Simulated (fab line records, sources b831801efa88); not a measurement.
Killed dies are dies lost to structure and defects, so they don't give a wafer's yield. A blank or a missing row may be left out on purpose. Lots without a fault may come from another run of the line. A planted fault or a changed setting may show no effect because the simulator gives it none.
fab line records | flow gf180mcu
record lots=11 wafers=33 last_day=34
route steps=602 shown DUAL_GATE@144 HV_LDD@226 CONTACT@304 V1@358
lots that met no fault: from a run of the same line without faults
start_h: hours from the record's first day to the start of the lot's first wafer shown | wait_h: hours since the lot's step before | " the same as in the row above | L1.1+2: a row that stands for several wafers | - no value, or no start given | * or withheld: withheld | < > ~ a bound
route shown NAME@n: a module of which the file shows steps, and the number in the route of the first | usual: mean/standard deviation of fault-free wafers | same: alike in all rows | chamber/n: place in a boat | sites: the reading at each site | _std_site: their standard deviation | _edge_site: outer sites' mean less inner sites' | radius_mm: how far each site lies from the wafer's centre | mask NAME#n: copy n | behind: the tool/chamber that last shaped the wafer | hold: why the lot was held/for how many hours/how that ended | device: the transistor (n, p or np) that didn't switch | end of line: the same wafers' tests at the end of the route | a step without rows: its recipe alone | killed: dies lost to structure and defects at the first sort, not the wafer's yield | map: a wafer's dies, x killed, . not, _ none there
set.NAME: the setting as run; set.NAME@STEP: as run at that earlier step | model.NAME: the simulator's own value behind a step, which no gauge read
steps of the route over a sample of lots; a table a step, a row a wafer
services: from which hour (start_h, from the record's first day; less than 0 if before it) a tool's chamber was out of use, for how many hours, and why
## steps
# step GF_DUAL_GATE_THK_MEAS_03
# recipe reads=SiO2_of_DUAL_GATE_OXIDATION_02
# usual DUAL_GATE_OXIDATION_00_THK=10.87/0.19
# columns lot.wafer tool chamber start_h wait_h DUAL_GATE_OXIDATION_00_THK[nm]
L632.4 film_metro-02 - 155.83 0.0 10.84
L632.5 " - " " 10.93
L632.6 " - " " 10.76
L634.3 film_metro-02 - 168.11 0.0 10.70
L634.5 " - " " 10.71
L634.6 " - " " 10.75
L636.1 film_metro-03 - 188.51 0.0 10.90
L636.2 " - " " 11.02
L636.3 " - " " 10.98
L637.2 film_metro-02 - 199.57 0.0 10.91
L637.4 " - " " 10.73
L637.5 " - " " 10.70
L638.1 film_metro-03 - 214.11 0.0 11.07
L638.3 " - " " 11.10
L638.4 " - " " 11.06
L646.1 film_metro-02 - 256.01 0.0 10.70
L646.2 " - " " 10.72
L646.4 " - " " 10.65
L647.2 film_metro-04 - 265.63 0.0 10.84
L647.4 " - " " 10.83
L647.5 " - " " 11.04
L651.4 film_metro-03 - 288.05 0.0 10.79
L651.5 " - " " 10.76
L651.6 " - " " 10.90
L652.2 film_metro-04 - 292.97 0.0 11.12
L652.4 " - " " 10.86
L652.5 " - " " 11.17
L653.1 film_metro-03 - 301.41 0.0 10.61
L653.4 " - " " 10.67
L653.6 " - " " 10.71
L654.2 film_metro-02 - 308.98 0.0 11.01
L654.4 " - " " 10.94
L654.6 " - " " 10.73
# step GF_HV_LDD_TW_MEAS_50
# usual HV_LDD_4_TW=568/6.3
# columns lot.wafer tool chamber start_h wait_h HV_LDD_4_TW
L632.4 film_metro-03 - 265.89 0.1 571
L632.5 " - " " 573
L632.6 " - " " 574
L634.3 film_metro-04 - 281.84 0.1 570
L634.5 " - " " 569
L634.6 " - " " 571
L636.1 film_metro-01 - 306.16 0.1 557
L636.2 " - " " 556
L636.3 " - " " 556
L637.2 film_metro-01 - 324.32 0.1 556
L637.4 " - " " 557
L637.5 " - " " 560
L638.1 film_metro-01 - 336.46 0.1 565
L638.3 " - " " 560
L638.4 " - " " 562
L646.1 film_metro-01 - 387.31 0.1 565
L646.2 " - " " 566
L646.4 " - " " 564
L647.2 film_metro-03 - 399.77 0.1 580
L647.4 " - " " 579
L647.5 " - " " 575
L651.4 film_metro-04 - 427.70 0.1 569
L651.5 " - " " 567
L651.6 " - " " 568
L652.2 film_metro-03 - 437.86 0.1 572
L652.4 " - " " 575
L652.5 " - " " 572
L653.1 film_metro-04 - 441.75 0.1 570
L653.4 " - " " 566
L653.6 " - " " 568
L654.2 film_metro-03 - 450.47 0.1 572
L654.4 " - " " 568
L654.6 " - " " 571
# step GF_CONTACT_ETCH_17
# recipe chemistry=C4F8/O2/Ar mask_material=KrF target=SiO2 stop_on=CoSi2 source_w=1500 bias_w=1200 pressure_mtorr=40 c4f8_flow_sccm=withheld O2_flow_sccm=6 Ar_flow_sccm=300 time_s=withheld target_depth_a=8600
# usual oes_product_au=0.815/0.0052
# columns lot.wafer tool chamber start_h wait_h oes_product_au
L632.4 rie_diel-04 3 - - 0.813
L632.5 " 0 " " 0.825
L632.6 " 1 " " 0.811
L634.3 rie_diel-04 1 - - 0.818
L634.5 " 2 " " 0.813
L634.6 " 3 " " 0.816
L636.1 rie_diel-01 2 - - 0.813
L636.2 " 0 " " 0.817
L636.3 " 3 " " 0.815
L637.2 rie_diel-03 1 - - 0.818
L637.4 " 3 " " 0.817
L637.5 " 0 " " 0.806
L638.1 rie_diel-03 0 - - 0.816
L638.3 " 1 " " 0.816
L638.4 " 3 " " 0.826
L646.1 rie_diel-04 3 - - 0.819
L646.2 " 1 " " 0.817
L646.4 " 0 " " 0.817
L647.2 rie_diel-01 0 - - 0.821
L647.4 " 3 " " 0.816
L647.5 " 1 " " 0.814
L651.4 rie_diel-01 0 - - 0.816
L651.5 " 3 " " 0.808
L651.6 " 0 " " 0.811
L652.2 rie_diel-03 1 - - 0.815
L652.4 " 3 " " 0.823
L652.5 " 0 " " 0.826
L653.1 rie_diel-01 3 - - 0.821
L653.4 " 2 " " 0.821
L653.6 " 0 " " 0.815
L654.2 rie_diel-04 1 - - 0.823
L654.4 " 0 " " 0.809
L654.6 " 1 " " 0.812
# step GF_V1_CVD_23
# recipe material=W target_thk_nm=350 time_s=105.05 temp_c=400 pressure_torr=40
# usual heater_power_w=840/120
# columns lot.wafer tool chamber start_h wait_h heater_power_w
L632.4 cvd_w-01 1 404.75 0.1 969
L632.5 " 0 " " 743
L632.6 " 1 " " 999
L634.3 cvd_w-01 1 420.69 0.1 994
L634.5 " 0 " " 730
L634.6 " 1 " " 966
L636.1 cvd_w-01 1 449.68 0.0 971
L636.2 " 0 " " 732
L636.3 " 1 " " 968
L637.2 cvd_w-01 0 470.14 0.0 734
L637.4 " 0 " " 750
L637.5 " 0 " " 767
L638.1 cvd_w-01 1 484.12 0.0 990
L638.3 " 0 " " 719
L638.4 " 1 " " 980
L646.1 cvd_w-01 1 539.33 0.0 979
L646.2 " 0 " " 757
L646.4 " 0 " " 742
L647.2 cvd_w-01 0 551.53 0.0 767
L647.4 " 1 " " 976
L647.5 " 1 " " 971
L651.4 cvd_w-01 1 577.78 0.0 990
L651.5 " 0 " " 778
L651.6 " 1 " " 986
L652.2 cvd_w-01 0 586.65 0.0 762
L652.4 " 1 " " 984
L652.5 " 1 " " 989
L653.1 cvd_w-01 1 587.66 0.0 986
L653.4 " 1 " " 970
L653.6 " 0 " " 761
L654.2 cvd_w-01 1 596.40 0.1 1003
L654.4 " 1 " " 987
L654.6 " 1 " " 978
# step GF_V1_RS_MEAS_24
# recipe thk_meas_gauge=four-point-probe reads=W_of_V1_CVD_23+TiN_of_V1_SPUTTER_22+Ti_of_V1_SPUTTER_21
# usual V1_W_RS=0.329/0.0036
# columns lot.wafer tool chamber start_h wait_h hold V1_W_RS[ohm/sq]
L632.4 film_metro-04 - 404.89 0.1 - 0.326
L632.5 " - " " - 0.332
L632.6 " - " " - 0.326
L634.3 film_metro-02 - 420.81 0.1 - 0.328
L634.5 " - " " - 0.335
L634.6 " - " " - 0.324
L636.1 film_metro-03 - 449.80 0.1 - 0.324
L636.2 " - " " - 0.335
L636.3 " - " " - 0.329
L637.2 film_metro-03 - 470.27 0.1 await_dispo/0.2h/release 0.257
L637.4 " - " " await_dispo/0.2h/release 0.332
L637.5 " - " " await_dispo/0.2h/release 0.331
L637.2 film_metro-03 - 470.56 0.3 - 0.256
L637.4 " - " " - 0.332
L637.5 " - " " - 0.332
L638.1 film_metro-02 - 484.24 0.1 await_dispo/0.2h/release 0.324
L638.3 " - " " await_dispo/0.2h/release 0.251
L638.4 " - " " await_dispo/0.2h/release 0.323
L638.1 film_metro-02 - 484.52 0.3 - 0.325
L638.3 " - " " - 0.251
L638.4 " - " " - 0.323
L646.1 film_metro-02 - 539.45 0.1 - 0.334
L646.2 " - " " - 0.332
L646.4 " - " " - 0.333
L647.2 film_metro-03 - 551.66 0.1 - 0.329
L647.4 " - " " - 0.328
L647.5 " - " " - 0.329
L651.4 film_metro-03 - 577.92 0.1 - 0.320
L651.5 " - " " - 0.328
L651.6 " - " " - 0.325
L652.2 film_metro-04 - 586.79 0.1 - 0.328
L652.4 " - " " - 0.332
L652.5 " - " " - 0.334
L653.1 film_metro-04 - 587.77 0.1 - 0.330
L653.4 " - " " - 0.327
L653.6 " - " " - 0.329
L654.2 film_metro-04 - 596.61 0.2 - 0.332
L654.4 " - " " - 0.329
L654.6 " - " " - 0.327
# step GF_V1_THK_MEAS_25
# recipe thk_meas_gauge=xrf reads=W_of_V1_CVD_23
# usual V1_W_THK=342/4.7
# columns lot.wafer tool chamber start_h wait_h hold V1_W_THK[nm]
L632.4 film_metro-04 - 404.98 0.1 - 348
L632.5 " - " " - 340
L632.6 " - " " - 344
L634.3 film_metro-02 - 420.91 0.1 - 338
L634.5 " - " " - 333
L634.6 " - " " - 345
L636.1 film_metro-03 - 449.92 0.1 - 343
L636.2 " - " " - 334
L636.3 " - " " - 337
L637.2 film_metro-03 - 474.03 3.4 await_dispo/0.2h/release 434
L637.4 " - " " await_dispo/0.2h/release 339
L637.5 " - " " await_dispo/0.2h/release 338
L637.2 film_metro-03 - 474.25 0.2 - 432
L637.4 " - " " - 339
L637.5 " - " " - 339
L638.1 film_metro-02 - 488.27 3.7 await_dispo/0.2h/release 346
L638.3 " - " " await_dispo/0.2h/release 441
L638.4 " - " " await_dispo/0.2h/release 347
L638.1 film_metro-02 - 488.50 0.2 - 344
L638.3 " - " " - 440
L638.4 " - " " - 345
L646.1 film_metro-02 - 539.57 0.1 - 333
L646.2 " - " " - 335
L646.4 " - " " - 332
L647.2 film_metro-03 - 551.77 0.1 - 341
L647.4 " - " " - 344
L647.5 " - " " - 342
L651.4 film_metro-03 - 578.01 0.1 - 348
L651.5 " - " " - 341
L651.6 " - " " - 344
L652.2 film_metro-04 - 586.90 0.1 - 348
L652.4 " - " " - 342
L652.5 " - " " - 341
L653.1 film_metro-04 - 587.89 0.1 - 344
L653.4 " - " " - 349
L653.6 " - " " - 348
L654.2 film_metro-04 - 596.72 0.1 - 342
L654.4 " - " " - 349
L654.6 " - " " - 349
# step GF_V1_CMP_26
# recipe stop_on=SiO2 down_force_psi=3.5 platen_rpm=60 t_overpolish_s=15 target_thk_nm=0 pad_velocity_m_s=0.94248
# usual motor_current_A=11.3/1.2 slurry_flow_ml_min=150.0/0.47 time_to_endpoint_s=86/3.1
# columns lot.wafer tool chamber start_h wait_h hold motor_current_A slurry_flow_ml_min time_to_endpoint_s
L632.4 cmp-01 1 405.06 0.1 - 10.7 149.8 87
L632.5 " 0 " " - 12.2 149.9 86
L632.6 " 1 " " - 11.0 150.2 86
L634.3 cmp-02 3 421.10 0.2 - 11.6 149.4 88
L634.6 " 0 " " - 9.6 149.5 91
L634.5 " 1 " " - 13.0 149.5 90
L636.2 cmp-02 0 449.98 0.0 - 10.3 150.1 85
L636.3 " 1 " " - 12.9 150.5 89
L636.1 " 3 " " - 12.1 150.0 85
L637.2 cmp-02 2 479.10 4.8 await_dispo/4.7h/release 10.9 150.7 110
L637.4 " 3 " " await_dispo/4.7h/release 11.8 150.4 84
L637.5 " 3 " " await_dispo/4.7h/release 11.5 150.6 83
L638.3 cmp-02 1 490.23 1.7 await_dispo/1.2h/release 13.7 149.4 115
L638.1 " 3 " " await_dispo/1.2h/release 11.8 151.2 86
L638.4 " 0 " " await_dispo/1.2h/release 10.5 149.2 87
L646.4 cmp-02 3 539.68 0.1 - 11.4 150.0 84
L646.2 " 0 " " - 10.3 150.8 88
L646.1 " 1 " " - 13.2 150.3 87
L647.4 cmp-01 3 551.82 0.0 - 10.1 150.2 85
L647.2 " 2 " " - 10.1 149.8 85
L647.5 " 3 " " - 10.3 150.3 83
L651.4 cmp-02 0 578.19 0.2 - 9.6 150.5 91
L651.6 " 1 " " - 13.5 149.9 92
L651.5 " 2 " " - 11.5 150.1 90
L652.4 cmp-02 0 587.00 0.1 - 10.1 150.0 89
L652.2 " 1 " " - 13.1 149.7 89
L652.5 " 0 " " - 10.1 149.9 91
L653.1 cmp-01 0 587.95 0.1 - 11.8 149.9 85
L653.4 " 3 " " - 10.7 150.0 84
L653.6 " 0 " " - 11.3 150.0 86
L654.4 cmp-02 0 596.82 0.1 - 10.2 149.0 85
L654.2 " 2 " " - 11.3 150.2 86
L654.6 " 3 " " - 11.4 149.7 82
## services
# columns tool chamber start_h hours kind
rie_diel-01 3 347.84 10.9 repair
rie_diel-03 2 350.85 13.6 repair
rie_diel-03 3 375.11 6.0 repair
rie_diel-04 1 377.24 2.3 repair
cvd_w-01 - 378.04 6.9 pm
cmp-02 - 389.79 3.3 pm
cmp-02 - 404.23 4.0 pm
cmp-02 - 407.11 0.5 repair
rie_diel-01 2 415.38 5.5 repair
cmp-02 - 428.32 0.6 repair
cmp-01 - 438.27 1.6 repair
rie_diel-01 - 445.10 15.6 pm
cmp-01 - 445.32 0.9 repair
cvd_w-01 1 462.28 4.4 repair
rie_diel-01 2 467.43 7.8 repair
rie_diel-01 1 467.82 1.2 repair
rie_diel-04 - 485.99 0.1 repair
rie_diel-01 0 494.27 4.1 repair
cvd_w-01 0 523.98 5.2 repair
rie_diel-03 3 554.04 4.6 repair
rie_diel-01 3 558.17 1.8 repair
cmp-01 - 572.00 4.0 pm
rie_diel-03 - 572.38 1.0 repair
cvd_w-01 0 592.32 14.4 repair
## key
first_sign step=GF_V1_RS_MEAS_24 reading=visit direction=added
effect step=GF_V1_RS_MEAS_24 reading=V1_W_RS direction=down sigmas=21 usual=0.329 struck=0.254
effect step=GF_V1_THK_MEAS_25 reading=visit direction=added
effect step=GF_V1_THK_MEAS_25 reading=V1_W_THK direction=up sigmas=20 usual=342 struck=438
effect step=GF_V1_CMP_26 reading=time_to_endpoint_s direction=up sigmas=8.4 usual=* struck=*
met_at GF_V1_CVD_23
struck_lots L637,L638
struck_wafers L637.2,L638.3
not_acting_at GF_DUAL_GATE_THK_MEAS_03,GF_HV_LDD_TW_MEAS_50,GF_CONTACT_ETCH_17
onset_between 449.68 470.14
fault kind=process_parameter_drift tool=cvd_w-01 chamber=- onset_h=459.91 steps=GF_V1_CVD_23 channel=target_thk_nm offset=100.76 shape=step end_h=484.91 scope=struck_wafers_only acts_in=these_recipes_only stated=350
